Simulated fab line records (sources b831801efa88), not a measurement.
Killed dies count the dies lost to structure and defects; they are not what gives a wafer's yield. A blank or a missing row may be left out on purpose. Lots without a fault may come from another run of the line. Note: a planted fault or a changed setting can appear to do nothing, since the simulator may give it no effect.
fab line records -- flow sky130
record lots=12, wafers=36, last-day=50
route steps=708 shown LI_CONTACT@375 CONTACT@410 PAD_OPEN@708
lots untouched by any fault: they come from a run of this same line in which no faults occurred
start-h: the number of hours between the record's first day and the start of the first shown wafer of the lot -- wait-h: time in hours since the lot's previous step -- " the same as in the row above -- L1.1+2: a row that stands for several wafers -- - either no value or no given start -- * or withheld: withheld -- < > ~ a bound
route shown NAME@n: names a module that has steps shown in the file, with the first one's number in the route -- usual: mean/standard deviation of fault-free wafers -- same: alike in all rows -- chamber/n: place in a boat -- sites: the reading at each site -- _std_site: standard deviation of those values -- _edge_site: the outer-site mean with the inner-site mean subtracted -- radius-mm: how far each site lies from the wafer's centre -- mask NAME#n: copy n -- behind: the tool/chamber that last shaped the wafer -- hold: cause of the lot's hold/its duration in hours/its outcome -- device: whichever transistor did not switch (one of n, p or np) -- end of line: at the end of the route, the tests of the same wafers -- step lacking rows: just its recipe -- killed: not the wafer's yield, but the dies lost to structure and defects at the first sort -- map: the dies of a wafer, with x for killed, . for not killed, _ for no die there
set.NAME: the run value of the setting; set.NAME@STEP: its run value at that earlier step -- model.NAME: the simulator's own value behind a step, which no gauge read
a sample of lots followed through the steps of the route, with each step as a table and each wafer as a row
services: when a tool's chamber went out of use (start-h, in hours from the record's first day, below 0 if earlier), for how many hours, and the reason
## steps
# step SKY_LI_CONTACT_OVL_MEAS_13
# usual LI_CONTACT_OVL=-6/4.7
lot.wafer,tool,chamber,start-h,wait-h,LI_CONTACT_OVL[nm]
L846.1,overlay-01,-,676.33,0.1,-11
L846.3,overlay-01,-,676.33,0.1,-2
L846.5,overlay-01,-,676.33,0.1,-8
L848.1,overlay-01,-,689.64,0.1,-11
L848.3,overlay-01,-,689.64,0.1,-4
L848.5,overlay-01,-,689.64,0.1,-12
L850.2,overlay-02,-,716.49,0.1,-12
L850.4,overlay-02,-,716.49,0.1,-14
L850.6,overlay-02,-,716.49,0.1,-7
L855.2,overlay-02,-,750.60,0.1,-9
L855.5,overlay-02,-,750.60,0.1,-16
L855.6,overlay-02,-,750.60,0.1,-3
L857.2,overlay-02,-,764.65,0.1,-4
L857.3,overlay-02,-,764.65,0.1,-4
L857.5,overlay-02,-,764.65,0.1,1
L860.1,overlay-02,-,785.93,0.1,-9
L860.3,overlay-02,-,785.93,0.1,-8
L860.5,overlay-02,-,785.93,0.1,-6
L862.1,overlay-02,-,807.94,0.1,-8
L862.3,overlay-02,-,807.94,0.1,-7
L862.4,overlay-02,-,807.94,0.1,-12
L863.1,overlay-01,-,812.39,0.1,-5
L863.2,overlay-01,-,812.39,0.1,-6
L863.3,overlay-01,-,812.39,0.1,-3
L864.2,overlay-01,-,827.04,0.1,-2
L864.3,overlay-01,-,827.04,0.1,-2
L864.4,overlay-01,-,827.04,0.1,-5
L866.1,overlay-02,-,837.63,0.1,-6
L866.3,overlay-02,-,837.63,0.1,-7
L866.5,overlay-02,-,837.63,0.1,-5
L867.3,overlay-01,-,842.41,0.1,-10
L867.4,overlay-01,-,842.41,0.1,-8
L867.6,overlay-01,-,842.41,0.1,-8
L869.4,overlay-01,-,854.56,0.1,-10
L869.5,overlay-01,-,854.56,0.1,1
L869.6,overlay-01,-,854.56,0.1,-9
# step SKY_LI_CONTACT_ETCH_14
# recipe chemistry=N2/H2, target=BARC, ion-energy-ev=200, source-w=500, bias-w=100, pressure-mtorr=30, n2-flow-sccm=100, h2-flow-sccm=200, stop-on=SiO2, time-s=45.9, target-depth-a=600
# usual bias-w=99.98/0.3, drypump-motor-current-A=5.6/0.32, oes-product-au=0.854/0.005, throttle-valve-pct=13.225/0.0087
lot.wafer,tool,chamber,start-h,wait-h,bias-w,drypump-motor-current-A,oes-product-au,rf-hours-counter-h,throttle-valve-pct
L846.1,rie-diel-03,0,676.37,0.0,99.56,5.4,0.858,58,13.229
L846.3,rie-diel-03,2,676.37,0.0,100.05,5.7,0.856,18,13.231
L846.5,rie-diel-03,3,676.37,0.0,99.83,6.1,0.861,-,13.225
L848.1,rie-diel-02,1,689.68,0.0,99.93,6.1,0.853,8,13.233
L848.3,rie-diel-02,2,689.68,0.0,99.73,5.3,0.852,5,13.236
L848.5,rie-diel-02,1,689.68,0.0,100.28,6.1,0.857,-,13.222
L850.2,rie-diel-02,3,716.52,0.0,99.65,5.6,0.861,2,13.233
L850.4,rie-diel-02,1,716.52,0.0,99.56,6.1,0.851,9,13.239
L850.6,rie-diel-02,2,716.52,0.0,100.26,5.3,0.854,-,13.221
L855.2,rie-diel-02,1,750.63,0.0,100.08,6.1,0.858,9,13.205
L855.5,rie-diel-02,0,750.63,0.0,99.81,5.5,0.850,-,13.218
L855.6,rie-diel-02,3,750.63,0.0,100.24,5.5,0.860,-,13.234
L857.2,rie-diel-02,1,764.68,0.0,99.98,6.1,0.858,10,13.232
L857.3,rie-diel-02,3,764.68,0.0,99.93,5.6,0.853,4,13.230
L857.5,rie-diel-02,2,764.68,0.0,99.86,5.3,0.850,-,13.224
L860.1,rie-diel-04,2,785.97,0.0,100.42,6.4,0.853,21,13.222
L860.3,rie-diel-04,1,785.97,0.0,99.89,5.2,0.859,20,13.203
L860.5,rie-diel-04,0,785.97,0.0,100.67,5.6,0.856,-,13.235
L862.1,rie-diel-03,0,807.97,0.0,100.37,5.3,0.859,3,13.227
L862.3,rie-diel-03,3,807.97,0.0,100.61,6.0,0.856,10,13.220
L862.4,rie-diel-03,2,807.97,0.0,100.36,5.7,0.854,22,13.222
L863.1,rie-diel-02,3,812.42,0.0,99.71,5.6,0.856,5,13.219
L863.2,rie-diel-02,2,812.42,0.0,100.03,5.3,0.856,8,13.221
L863.3,rie-diel-02,0,812.42,0.0,99.91,5.5,0.854,8,13.223
L864.2,rie-diel-04,0,827.07,0.0,99.91,5.6,0.857,15,13.228
L864.3,rie-diel-04,1,827.07,0.0,99.95,5.2,0.854,21,13.230
L864.4,rie-diel-04,2,827.07,0.0,99.25,6.4,0.859,22,13.225
L866.1,rie-diel-03,2,837.67,0.0,99.85,5.7,0.852,23,13.222
L866.3,rie-diel-03,3,837.67,0.0,99.83,6.0,0.851,11,13.244
L866.5,rie-diel-03,1,837.67,0.0,100.25,5.6,0.852,-,13.226
L867.3,rie-diel-03,3,842.43,0.0,99.75,6.0,0.849,11,13.229
L867.4,rie-diel-03,1,842.43,0.0,100.09,5.6,0.850,2,13.228
L867.6,rie-diel-03,3,842.43,0.0,100.28,6.0,0.845,-,13.232
L869.4,rie-diel-02,3,854.58,0.0,99.60,5.5,0.853,6,13.234
L869.5,rie-diel-02,2,854.58,0.0,100.07,5.3,0.858,-,13.236
L869.6,rie-diel-02,3,854.58,0.0,99.64,5.5,0.857,-,13.203
# step SKY_CONTACT_CMP_04
# recipe material=SiO2, down-force-psi=4, platen-rpm=60, pad-velocity-m-s=0.94248
# usual head-pressure-psi=4.000/0.0082, motor-current-A=10.9/1, time-to-endpoint-s=83/3.6
lot.wafer,tool,chamber,start-h,wait-h,head-pressure-psi,motor-current-A,time-to-endpoint-s
L846.3,cmp-01,0,706.82,0.0,3.996,10.5,81
L846.1,cmp-01,2,706.82,0.0,4.017,11.3,77
L846.5,cmp-01,0,706.82,0.0,4.012,9.7,85
L848.1,cmp-01,1,720.06,0.1,3.994,13.0,81
L848.3,cmp-01,0,720.06,0.1,3.995,10.3,87
L848.5,cmp-01,2,720.06,0.1,3.999,11.1,81
L850.4,cmp-01,3,746.27,0.1,3.998,11.4,77
L850.2,cmp-01,0,746.27,0.1,3.997,10.3,84
L850.6,cmp-01,1,746.27,0.1,4.004,13.1,78
L855.2,cmp-01,2,779.18,0.1,1.767,6.8,108
L855.6,cmp-01,0,779.18,0.1,1.761,6.5,107
L855.5,cmp-01,1,779.18,0.1,1.758,8.3,107
L857.3,cmp-01,1,793.31,0.0,1.754,8.3,111
L857.2,cmp-01,3,793.31,0.0,1.780,6.4,104
L857.5,cmp-01,1,793.31,0.0,1.753,8.1,110
L860.3,cmp-02,1,814.67,0.0,4.018,11.9,86
L860.1,cmp-02,2,814.67,0.0,4.013,9.4,83
L860.5,cmp-02,1,814.67,0.0,4.003,11.8,82
L862.4,cmp-02,2,837.21,0.0,4.002,10.2,87
L862.1,cmp-02,3,837.21,0.0,4.008,11.1,82
L862.3,cmp-02,0,837.21,0.0,4.006,9.9,83
L863.3,cmp-02,3,841.33,0.0,3.996,10.5,84
L863.1,cmp-02,0,841.33,0.0,3.995,11.5,86
L863.2,cmp-02,2,841.33,0.0,4.002,9.5,86
L864.2,cmp-02,0,856.06,0.0,4.016,10.0,85
L864.3,cmp-02,2,856.06,0.0,4.002,9.7,90
L864.4,cmp-02,3,856.06,0.0,4.005,11.0,86
L866.1,cmp-02,2,865.71,0.1,4.013,9.9,88
L866.3,cmp-02,3,865.71,0.1,3.994,11.1,80
L866.5,cmp-02,2,865.71,0.1,4.003,10.3,87
L867.3,cmp-02,2,870.60,0.1,4.003,10.2,81
L867.4,cmp-02,3,870.60,0.1,4.006,10.9,81
L867.6,cmp-02,0,870.60,0.1,4.001,10.3,85
L869.4,cmp-02,2,883.31,0.5,4.006,10.1,86
L869.6,cmp-02,3,883.31,0.5,4.005,10.2,80
L869.5,cmp-02,0,883.31,0.5,4.003,10.8,85
# step SKY_CONTACT_ETCH_17
# recipe target=SiO2, chemistry=C4F8/O2/Ar, stop-on=Si3N4, mask-material=KrF-thick, source-w=1500, bias-w=1200, pressure-mtorr=40, c4f8-flow-sccm=withheld, O2_flow_sccm=6, Ar_flow_sccm=300, time-s=withheld, target-depth-a=3400
# usual bias-w=1199/3.4, oes-product-au=0.892/0.0048
lot.wafer,tool,chamber,start-h,wait-h,bias-w,oes-product-au
L846.1,rie-diel-04,3,735.03,0.0,1195,0.885
L846.3,rie-diel-04,0,735.03,0.0,1196,0.897
L846.5,rie-diel-04,0,735.03,0.0,1196,0.896
L848.1,rie-diel-01,2,748.65,0.0,1195,0.889
L848.3,rie-diel-01,0,748.65,0.0,1199,0.895
L848.5,rie-diel-01,1,748.65,0.0,1195,0.898
L850.2,rie-diel-04,2,773.86,0.0,1200,0.897
L850.4,rie-diel-04,1,773.86,0.0,1200,0.895
L850.6,rie-diel-04,1,773.86,0.0,1197,0.896
L855.2,rie-diel-01,3,805.88,0.0,1202,0.995
L855.5,rie-diel-01,0,805.88,0.0,1200,1.003
L855.6,rie-diel-01,3,805.88,0.0,1197,0.996
L857.2,rie-diel-04,0,819.66,0.0,1197,0.994
L857.3,rie-diel-04,2,819.66,0.0,1207,1.017
L857.5,rie-diel-04,3,819.66,0.0,1201,0.998
L860.1,rie-diel-04,0,841.82,0.0,1201,0.891
L860.3,rie-diel-04,1,841.82,0.0,1196,0.895
L860.5,rie-diel-04,2,841.82,0.0,1197,0.896
L863.1,rie-diel-04,3,867.37,0.0,1201,0.892
L863.2,rie-diel-04,1,867.37,0.0,1200,0.895
L863.3,rie-diel-04,0,867.37,0.0,1197,0.895
L862.1,rie-diel-03,2,870.58,7.1,1196,0.882
L862.3,rie-diel-03,0,870.58,7.1,1200,0.892
L862.4,rie-diel-03,0,870.58,7.1,1196,0.905
L864.2,rie-diel-01,2,881.72,0.0,1196,0.889
L864.3,rie-diel-01,0,881.72,0.0,1203,0.891
L864.4,rie-diel-01,3,881.72,0.0,1197,0.890
L866.1,rie-diel-04,0,891.87,0.0,1199,0.890
L866.3,rie-diel-04,3,891.87,0.0,1197,0.895
L866.5,rie-diel-04,0,891.87,0.0,1196,0.891
L867.3,rie-diel-01,1,896.36,0.0,1207,0.889
L867.4,rie-diel-01,0,896.36,0.0,1208,0.889
L867.6,rie-diel-01,2,896.36,0.0,1196,0.886
L869.4,rie-diel-04,0,907.88,0.0,1203,0.892
L869.5,rie-diel-04,0,907.88,0.0,1198,0.887
L869.6,rie-diel-04,1,907.88,0.0,1196,0.893
# step SKY_CONTACT_SPUTTER_23
# recipe material=TiN, target-thk-nm=20, chamber-pressure-pa=5, power-w=4000, time-s=80
# usual chamber-pressure-pa=4.997/0.0096, throttle-valve-pct=30.0/0.83
lot.wafer,tool,chamber,start-h,wait-h,chamber-pressure-pa,throttle-valve-pct
L846.1,pvd-sputter-03,-,735.75,0.0,5.017,31.0
L846.3,pvd-sputter-03,-,735.75,0.0,4.992,29.3
L846.5,pvd-sputter-03,-,735.75,0.0,5.010,30.6
L848.1,pvd-sputter-03,-,749.37,0.0,4.997,30.7
L848.3,pvd-sputter-03,-,749.37,0.0,4.998,29.0
L848.5,pvd-sputter-03,-,749.37,0.0,5.001,30.0
L850.2,pvd-sputter-01,-,774.54,0.0,4.992,31.5
L850.4,pvd-sputter-01,-,774.54,0.0,5.011,30.2
L850.6,pvd-sputter-01,-,774.54,0.0,5.007,29.9
L855.2,pvd-sputter-03,-,806.56,0.0,5.003,29.0
L855.5,pvd-sputter-03,-,806.56,0.0,4.977,29.9
L855.6,pvd-sputter-03,-,806.56,0.0,4.998,28.9
L857.2,pvd-sputter-01,-,820.37,0.0,4.972,30.4
L857.3,pvd-sputter-01,-,820.37,0.0,4.988,30.2
L857.5,pvd-sputter-01,-,820.37,0.0,4.998,31.6
L860.1,pvd-sputter-03,-,842.51,0.0,4.999,30.9
L860.3,pvd-sputter-03,-,842.51,0.0,5.011,29.2
L860.5,pvd-sputter-03,-,842.51,0.0,4.992,30.0
L863.1,pvd-sputter-02,-,868.09,0.0,4.990,30.8
L863.2,pvd-sputter-02,-,868.09,0.0,5.008,30.8
L863.3,pvd-sputter-02,-,868.09,0.0,4.996,29.7
L862.1,pvd-sputter-03,-,871.27,0.0,4.992,30.0
L862.3,pvd-sputter-03,-,871.27,0.0,5.007,29.2
L862.4,pvd-sputter-03,-,871.27,0.0,4.992,30.6
L864.2,pvd-sputter-01,-,882.41,0.0,4.998,30.2
L864.3,pvd-sputter-01,-,882.41,0.0,5.000,31.2
L864.4,pvd-sputter-01,-,882.41,0.0,4.997,30.4
L866.1,pvd-sputter-02,-,892.55,0.0,5.007,30.6
L866.3,pvd-sputter-02,-,892.55,0.0,5.009,28.4
L866.5,pvd-sputter-02,-,892.55,0.0,5.003,30.4
L867.3,pvd-sputter-01,-,897.04,0.0,4.998,31.1
L867.4,pvd-sputter-01,-,897.04,0.0,5.015,30.7
L867.6,pvd-sputter-01,-,897.04,0.0,5.003,31.3
L869.4,pvd-sputter-03,-,908.57,0.0,5.004,29.1
L869.5,pvd-sputter-03,-,908.57,0.0,4.994,28.9
L869.6,pvd-sputter-03,-,908.57,0.0,5.016,29.0
# step SKY_PAD_OPEN_PROBE_99
# usual killed_at_M0_to_M3=44/7.5, killed_at_M4_up=3.2/1.9, killed-at-contacts=23/4.7, killed-at-front-end=15/4.7, killed-at-other=0.4/0.66, killed-dies=87/9.3, killed-on-rim=17/4.1, killed-open=47/7.2, killed-short=39/6.5
# same gross-dies=492, killed-at-back-side=0
lot.wafer,tool,chamber,start-h,wait-h,killed_at_M0_to_M3,killed_at_M4_up,killed-at-contacts,killed-at-front-end,killed-at-other,killed-dies,killed-on-rim,killed-open,killed-short
L850.2,prober-02,-,1107.59,0.1,50,1,22,15,0,88,20,45,43
L850.4,prober-02,-,1107.69,0.2,52,3,20,10,0,85,19,47,38
L850.6,prober-02,-,1107.79,0.2,55,3,32,19,0,109,17,59,50
L855.2,prober-01,-,1132.55,0.1,56,7,406,14,1,484,96,61,41
L855.5,prober-01,-,1132.70,0.2,37,3,304,13,2,359,84,36,37
L855.6,prober-01,-,1132.75,0.2,45,4,419,14,1,483,96,45,41
L857.2,prober-01,-,1144.81,0.1,51,1,396,15,0,463,74,52,35
L857.3,prober-01,-,1144.86,0.2,39,1,405,15,0,460,77,40,36
L857.5,prober-01,-,1144.96,0.2,33,3,374,17,1,428,60,40,43
L867.3,prober-01,-,1191.43,0.2,50,0,17,12,0,79,18,49,30
L867.4,prober-01,-,1191.48,0.2,40,8,21,26,0,95,24,48,47
L867.6,prober-01,-,1191.58,0.2,52,3,31,15,0,101,21,54,47
# killed by level:class
L850.2 VIA3:geometric-particle:open=13 METAL2:geometric-particle:short=11 CONTACT:geometric-particle:open=8 VIA1:geometric-particle:open=8 LI_CONTACT:geometric-particle:open=5 CONTACT:geometric-particle:short=5 METAL1:geometric-particle:short=5 VIA1:geometric-particle:short=4
L850.4 VIA1:geometric-particle:open=14 CONTACT:geometric-particle:open=8 VIA1:geometric-particle:short=8 METAL2:geometric-particle:short=8 VIA2:geometric-particle:open=6 VIA3:geometric-particle:open=5 LI_CONTACT:geometric-particle:open=4 CONTACT:geometric-particle:short=4
L850.6 CONTACT:geometric-particle:open=15 VIA1:geometric-particle:open=12 METAL2:geometric-particle:short=10 VIA1:geometric-particle:short=8 VIA3:geometric-particle:open=7 POLY_GATE:geometric-particle:open=6 LI_CONTACT:geometric-particle:open=5 METAL1:geometric-particle:short=5
L855.2 CONTACT:area-cmp=381 VIA1:geometric-particle:open=13 LI_CONTACT:geometric-particle:open=12 CONTACT:geometric-particle:open=8 METAL1:geometric-particle:short=7 VIA3:geometric-particle:open=7 POLY_GATE:geometric-particle:open=6 VIA1:geometric-particle:short=6
L855.5 CONTACT:area-cmp=284 VIA1:geometric-particle:open=7 CONTACT:geometric-particle:open=6 METAL2:geometric-particle:short=6 POLY_GATE:geometric-particle:open=5 LOCAL_INTERCONNECT:geometric-particle:short=5 VIA1:geometric-particle:short=4 LI_CONTACT:geometric-particle:open=4
L855.6 CONTACT:area-cmp=396 VIA1:geometric-particle:open=10 CONTACT:geometric-particle:open=9 METAL1:geometric-particle:short=8 LI_CONTACT:geometric-particle:open=6 METAL2:geometric-particle:short=6 VIA3:geometric-particle:open=6 POLY_GATE:geometric-particle:open=4
L857.2 CONTACT:area-cmp=376 VIA2:geometric-particle:open=13 VIA1:geometric-particle:open=9 METAL1:geometric-particle:short=7 CONTACT:geometric-particle:open=7 LI_CONTACT:geometric-particle:open=6 VIA3:geometric-particle:open=6 FIELD_ISO:geometric-particle:short=5
L857.3 CONTACT:area-cmp=383 LI_CONTACT:geometric-particle:open=8 METAL2:geometric-particle:short=8 METAL1:geometric-particle:short=6 VIA1:geometric-particle:open=6 POLY_GATE:geometric-particle:open=5 CONTACT:geometric-particle:open=5 VIA2:geometric-particle:open=5
L857.5 CONTACT:area-cmp=345 CONTACT:geometric-particle:open=12 CONTACT:geometric-particle:short=10 METAL2:geometric-particle:short=9 VIA1:geometric-particle:open=7 FIELD_ISO:geometric-particle:short=5 VIA2:geometric-particle:open=5 POLY_GATE:geometric-particle:open=4
L867.3 VIA3:geometric-particle:open=9 VIA2:geometric-particle:open=9 CONTACT:geometric-particle:open=8 VIA1:geometric-particle:open=8 FIELD_ISO:geometric-particle:open=5 METAL1:geometric-particle:short=5 METAL3:geometric-particle:short=5 FIELD_ISO:geometric-particle:short=4
L867.4 FIELD_ISO:geometric-particle:short=14 METAL2:geometric-particle:short=9 LI_CONTACT:geometric-particle:open=7 VIA2:geometric-particle:open=7 FIELD_ISO:geometric-particle:open=5 VIA1:geometric-particle:open=5 VIA3:geometric-particle:open=5 POLY_GATE:geometric-particle:open=4
L867.6 VIA1:geometric-particle:open=12 LI_CONTACT:geometric-particle:open=9 VIA3:geometric-particle:open=9 CONTACT:geometric-particle:open=8 LOCAL_INTERCONNECT:geometric-particle:short=7 VIA1:geometric-particle:short=5 FIELD_ISO:geometric-particle:short=5 VIA2:geometric-particle:open=5
## services
tool,chamber,start-h,hours,kind
rie-diel-03,2,677.98,25.7,repair
cmp-02,-,693.61,1.4,repair
pvd-sputter-03,-,693.82,0.8,repair
cmp-01,-,696.99,0.6,repair
rie-diel-03,1,718.14,9.3,repair
cmp-01,-,726.60,5.5,pm
rie-diel-02,-,730.96,0.3,repair
rie-diel-03,-,731.23,0.6,repair
cmp-02,-,744.00,4.0,pm
rie-diel-02,0,754.52,12.3,repair
rie-diel-03,2,762.65,1.8,repair
rie-diel-03,3,767.08,7.6,repair
cmp-02,-,793.30,0.3,repair
cmp-01,-,819.73,0.9,repair
cmp-02,-,822.34,0.8,repair
pvd-sputter-03,-,825.67,2.4,repair
rie-diel-04,1,828.45,9.7,repair
cmp-01,-,831.29,63.6,repair
rie-diel-04,3,836.02,1.4,repair
cmp-01,-,841.77,2.3,repair
rie-diel-03,3,855.48,132.0,repair
pvd-sputter-03,-,873.19,15.0,repair
cmp-01,-,894.84,5.2,pm
cmp-02,-,900.07,5.6,pm
## key
first-sign step=SKY_CONTACT_CMP_04, reading=head-pressure-psi, direction=down, sigmas=99+, usual=4.000, struck=1.762
effect step=SKY_CONTACT_CMP_04, reading=time-to-endpoint-s, direction=up, sigmas=6.8, usual=*, struck=*
effect step=SKY_CONTACT_ETCH_17, reading=oes-product-au, direction=up, sigmas=23, usual=0.892, struck=1.001
effect step=SKY_PAD_OPEN_PROBE_99, reading=killed-at-contacts, direction=up, sigmas=76, usual=23, struck=384
more-kills-born-at SKY_CONTACT_CMP_04@cmp-01=2165
met-at SKY_CONTACT_CMP_04
struck-lots L855,L857
later-rows-left-out L855.2,L855.5,L855.6,L857.2,L857.3,L857.5
tester-left-out L855,L857
not-acting-at SKY_LI_CONTACT_OVL_MEAS_13,SKY_LI_CONTACT_ETCH_14,SKY_CONTACT_SPUTTER_23
onset-between 746.27 779.18
fault kind=process-parameter-drift, tool=cmp-01, chamber=-, onset-h=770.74, steps=SKY_CONTACT_CMP_04, channel=down-force-psi, offset=-2.2399, shape=step, end-h=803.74, acts-in=these-recipes-only, stated=4
# tester-left-out: of these lots the tester's yield and bins aren't shown, on N5 and GAA mostly nor the transistor test; their killed dies are dies lost to structure and defects alone, not to doping, threshold or leakage, so they don't give the yield
# later-rows-left-out: the simulator's readings of these wafers behind a module that went badly wrong aren't trusted and aren't shown, but for the sort
